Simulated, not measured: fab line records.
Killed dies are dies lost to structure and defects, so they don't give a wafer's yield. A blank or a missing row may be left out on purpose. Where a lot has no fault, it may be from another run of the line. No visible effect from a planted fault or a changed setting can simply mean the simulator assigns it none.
Chamber matching + flow sky130 + SKY_PASSIVATION_CVD_02 on pecvd-02 has 3 sister chambers
The step deposits Si3N4, target thk 540 nm. 3 wafers are shown with their chamber, then 11 later ones without.

WAFERS WITH THEIR CHAMBER
| wafer  | chamber | heater power w (W) |
|--------|---------|--------------------|
| L093.1 | 0       | 745                |
| L093.3 | 2       | 924                |
| L094.1 | 1       | 686                |

WAFERS WITH NO CHAMBER GIVEN
| wafer  | heater power w (W) |
|--------|--------------------|
| L094.2 | 760                |
| L094.3 | 878                |
| L094.4 | 940                |
| L094.5 | 761                |
| L094.6 | 724                |
| L097.1 | 627                |
| L097.2 | 732                |
| L097.3 | 882                |
| L097.4 | 903                |
| L097.5 | 643                |
| L097.6 | 747                |

WHICH CHAMBER EACH WENT THROUGH
| wafer  | from the rows above     | in truth |
|--------|-------------------------|----------|
| L094.2 | can't be placed: 0 or 1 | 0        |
| L094.3 | 2                       | 2        |
| L094.4 | 2                       | 2        |
| L094.5 | can't be placed: 0 or 1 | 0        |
| L094.6 | can't be placed: 0 or 1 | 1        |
| L097.1 | can't be placed: 1 or 0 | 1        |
| L097.2 | can't be placed: 0 or 1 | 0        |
| L097.3 | 2                       | 2        |
| L097.4 | 2                       | 2        |
| L097.5 | can't be placed: 1 or 0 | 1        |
| L097.6 | can't be placed: 0 or 1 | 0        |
4 of 11 placed correctly. Can't be placed from these rows: 7 (the true chamber is among the candidates in 7). Number placed wrongly: 0.
How it was worked out, from the rows above alone: a wafer's distance from a chamber is the root of the sum, over the readings, of the square of ((its reading less the chamber's mean) divided by the reading's scatter). If the next closest chamber is less than 2 further off than the closest, the wafer can't be placed; otherwise it belongs to the closest. Each chamber's mean is taken over the wafers shown for it. The scatter (one wafer shown for each chamber): square how far every hidden wafer sits from the nearest shown wafer, average those squares and take the square root.
